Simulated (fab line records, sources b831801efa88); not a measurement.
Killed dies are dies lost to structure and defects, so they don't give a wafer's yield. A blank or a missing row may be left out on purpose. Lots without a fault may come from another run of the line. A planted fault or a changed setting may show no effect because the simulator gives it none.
Which tool did it? | flow gf180mcu | 13 lots, 39 wafers sampled, at 4 steps of a route of 602

WHAT THE GAUGES READ, wafer by wafer
GF_VT_IMPLANT_OVL_MEAS_18. Usual: VT_IMPLANT_01_OVL -0.1 nm, standard deviation 1.5.
lot  | measured     | on         | VT_IMPLANT_01_OVL (nm) | flag
L483 | day 6 14:04  | overlay-02 | -0.1 0.0 -0.5          |
L484 | day 6 20:26  | overlay-01 | -0.6 0.0 -1.1          |
L486 | day 7 07:58  | overlay-01 | 0.2 -1.8 0.5           |
L488 | day 8 07:15  | overlay-02 | -2.3 -1.8 -2.0         |
L490 | day 8 10:04  | overlay-02 | 0.6 0.7 -0.3           |
L491 | day 8 23:13  | overlay-01 | 2.9 2.2 4.1            |
L492 | day 9 02:37  | overlay-02 | - -1.6 -1.9            |
L493 | day 9 07:06  | overlay-02 | -1.2 -2.5 -1.4         |
L494 | day 9 12:01  | overlay-02 | - -1.3 -1.7            |
L495 | day 9 18:33  | overlay-01 | - - 0.9                |
L499 | day 10 21:40 | overlay-01 | 0.7 2.3 -1.6           |
L504 | day 12 02:37 | overlay-01 | 2.0 1.3 1.3            |
L505 | day 12 09:23 | overlay-01 | 1.5 1.5 2.7            |

GF_VT_IMPLANT_TW_MEAS_21. Usual: VT_IMPLANT_2_TW 1214, standard deviation 10.
lot  | measured     | on            | VT_IMPLANT_2_TW | flag
L483 | day 6 14:21  | film_metro-02 | 1198 1197 1197  |
L484 | day 6 20:43  | film_metro-02 | 1200 1198 1203  |
L486 | day 7 08:16  | film_metro-03 | 1223 1227 1222  |
L488 | day 8 07:32  | film_metro-03 | 1218 1211 1213  |
L490 | day 8 10:22  | film_metro-03 | 1216 1224 1220  |
L491 | day 8 23:30  | film_metro-02 | 1198 1193 1194  |
L492 | day 9 02:54  | film_metro-04 | 30 1229 1226    | OFF
L493 | day 9 07:24  | film_metro-03 | 1230 1216 1227  |
L494 | day 9 12:18  | film_metro-04 | 30 1226 1228    | OFF
L495 | day 9 18:50  | film_metro-02 | 29 29 1195      | OFF
L499 | day 10 21:57 | film_metro-03 | 1220 1218 1219  |
L504 | day 12 02:54 | film_metro-03 | 1215 1216 1213  |
L505 | day 12 09:40 | film_metro-03 | 1217 1218 1211  |

GF_NSD_TW_MEAS_12. Usual: NSD_TW 4224, standard deviation 50.
lot  | measured     | on            | NSD_TW         | flag
L483 | day 13 20:19 | film_metro-02 | 4178 4190 4187 |
L484 | day 14 07:10 | film_metro-02 | 4142 4151 4155 |
L486 | day 14 22:36 | film_metro-02 | 4159 4154 4159 |
L488 | day 16 06:47 | film_metro-04 | 4253 4272 4260 |
L490 | day 16 08:32 | film_metro-02 | 4204 4208 4206 |
L491 | day 17 00:22 | film_metro-02 | 4174 4176 4191 |
L492 | day 17 08:55 | film_metro-02 | 4179 4216      |
L493 | day 17 12:43 | film_metro-03 | 4271 4262 4271 |
L494 | day 17 15:27 | film_metro-04 | 4301 4302      |
L495 | day 18 00:19 | film_metro-04 | 4266           |
L499 | day 19 10:36 | film_metro-02 | 4147 4157 4162 |
L504 | day 21 04:36 | film_metro-03 | 4268 4272 4261 |
L505 | day 21 10:13 | film_metro-02 | 4170 4170 4197 |

WHICH TOOL RAN EACH LOT (tool, then ch and the chambers of the sampled wafers, then the start)
lot  | GF_VT_IMPLANT_DEVELOP_17
L483 | litho_track-01 ch 0, day 6 13:56
L484 | litho_track-02 ch 0, day 6 20:19
L486 | litho_track-02 ch 0, day 7 07:50
L488 | litho_track-01 ch 0, day 8 07:06
L490 | litho_track-01 ch 0, day 8 09:57
L491 | litho_track-01 ch 0, day 8 23:05
L492 | litho_track-01 ch 0, day 9 02:29
L493 | litho_track-03 ch 0, day 9 07:01
L494 | litho_track-01 ch 0, day 9 11:53
L495 | litho_track-01 ch 0, day 9 18:24
L499 | litho_track-02 ch 0, day 10 21:31
L504 | litho_track-02 ch 0, day 12 02:28
L505 | litho_track-03 ch 0, day 12 09:14
- GF_VT_IMPLANT_DEVELOP_17: develop time 60 s.

WHAT THE TOOLS THEMSELVES READ (means of the sampled wafers that have a number; where no wafer has one, the mark that the record gives instead)
GF_VT_IMPLANT_DEVELOP_17. Usual: exhaust_pa 45.1 Pa, standard deviation 0.8.
lot  | tool           | exhaust_pa (Pa) | flag
L483 | litho_track-01 | 44.6            |
L484 | litho_track-02 | 44.4            |
L486 | litho_track-02 | 44.9            |
L488 | litho_track-01 | 45.7            |
L490 | litho_track-01 | 44.7            |
L491 | litho_track-01 | 46.0            |
L492 | litho_track-01 | 44.5            |
L493 | litho_track-03 | 45.2            |
L494 | litho_track-01 | 45.2            |
L495 | litho_track-01 | 44.5            |
L499 | litho_track-02 | 43.9            |
L504 | litho_track-02 | 46.7            |
L505 | litho_track-03 | 45.0            |

THE ANSWER, worked out from the rows above alone
Rule: a lot is off if the mean of its wafers that have a number lies more than 3 standard deviations from the usual mean. A lot without any number at a reading at which 4 lots or more have one is off too. The other lots that the step has rows for count as sound. The gauges are gone through in route order, then the tools' own readings, and for those a lot's mean is taken as printed above. The first step at which some lot is off is used, and at that step the reading that is off furthest; a lot without a number counts as furthest.
Off: L492, L494, L495, at GF_VT_IMPLANT_TW_MEAS_21 (VT_IMPLANT_2_TW).
A tool fits if, at a process step before that reading, it ran every lot that is off, and no sound lot after the first of them. The gauges at GF_VT_IMPLANT_TW_MEAS_21 are tried like those tools. One fits: litho_track-01 at GF_VT_IMPLANT_DEVELOP_17. Its last sound lot is L491 (day 8 23:05), its first lot that is off L492 (day 9 02:29): a fault that began between those two fits.

WHAT THE SIMULATOR HAD PUT IN
Process parameter drift: litho_track-01, from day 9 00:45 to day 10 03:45, at GF_VT_IMPLANT_DEVELOP_17. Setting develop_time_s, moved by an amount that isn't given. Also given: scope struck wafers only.
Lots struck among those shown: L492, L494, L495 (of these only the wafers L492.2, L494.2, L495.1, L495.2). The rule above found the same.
